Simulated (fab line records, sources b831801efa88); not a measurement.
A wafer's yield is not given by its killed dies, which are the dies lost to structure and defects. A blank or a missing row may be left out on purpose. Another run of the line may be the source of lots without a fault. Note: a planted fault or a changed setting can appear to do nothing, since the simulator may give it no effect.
Matching of chambers | flow gf180mcu | 3 sister chambers for GF_PASSIVATION_CVD_02 on pecvd-01
The step deposits Si3N4, target thk 700 nm, time 486.18 s. 6 wafers are shown with their chamber, then 11 later ones without.

## WAFERS PAIRED WITH THEIR CHAMBERS
wafer  | chamber | heater-power-w (W)
L085.6 | 2       | 763
L088.6 | 0       | 774
L093.1 | 1       | 563
L093.2 | 0       | 763
L093.4 | 1       | 458
L094.1 | 2       | 727

## WAFERS WHOSE CHAMBER IS MISSING
wafer  | heater-power-w (W)
L094.4 | 775
L094.5 | 784
L095.2 | 540
L095.5 | 840
L095.6 | 561
L096.3 | 529
L096.4 | 747
L096.5 | 833
L097.1 | 798
L097.2 | 507
L097.3 | 760

## WHICH CHAMBER EACH ONE RAN IN
wafer  | from the rows above     | in truth
L094.4 | can't be placed: 0 or 2 | 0
L094.5 | can't be placed: 0 or 2 | 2
L095.2 | 1                       | 1
L095.5 | can't be placed: 0 or 2 | 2
L095.6 | 1                       | 1
L096.3 | 1                       | 1
L096.4 | can't be placed: 2 or 0 | 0
L096.5 | can't be placed: 0 or 2 | 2
L097.1 | can't be placed: 0 or 2 | 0
L097.2 | 1                       | 1
L097.3 | can't be placed: 0 or 2 | 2
4 of 11 placed correctly. From these rows, 7 cannot be placed; in 7 the true chamber is one of the candidates. 0 placed wrongly.
How it was worked out, from the rows above alone: a wafer's distance from a chamber is the root of the sum, over the readings, of the square of ((its reading less the chamber's mean) divided by the reading's scatter). The wafer belongs to the nearest chamber; if the next one is less than 2 further off, it can't be placed. Each chamber's mean is taken over the wafers shown for it. The scatter: the root of (the sum of the squares of (reading less its chamber's mean) over the shown wafers, divided by (wafers less chambers)).
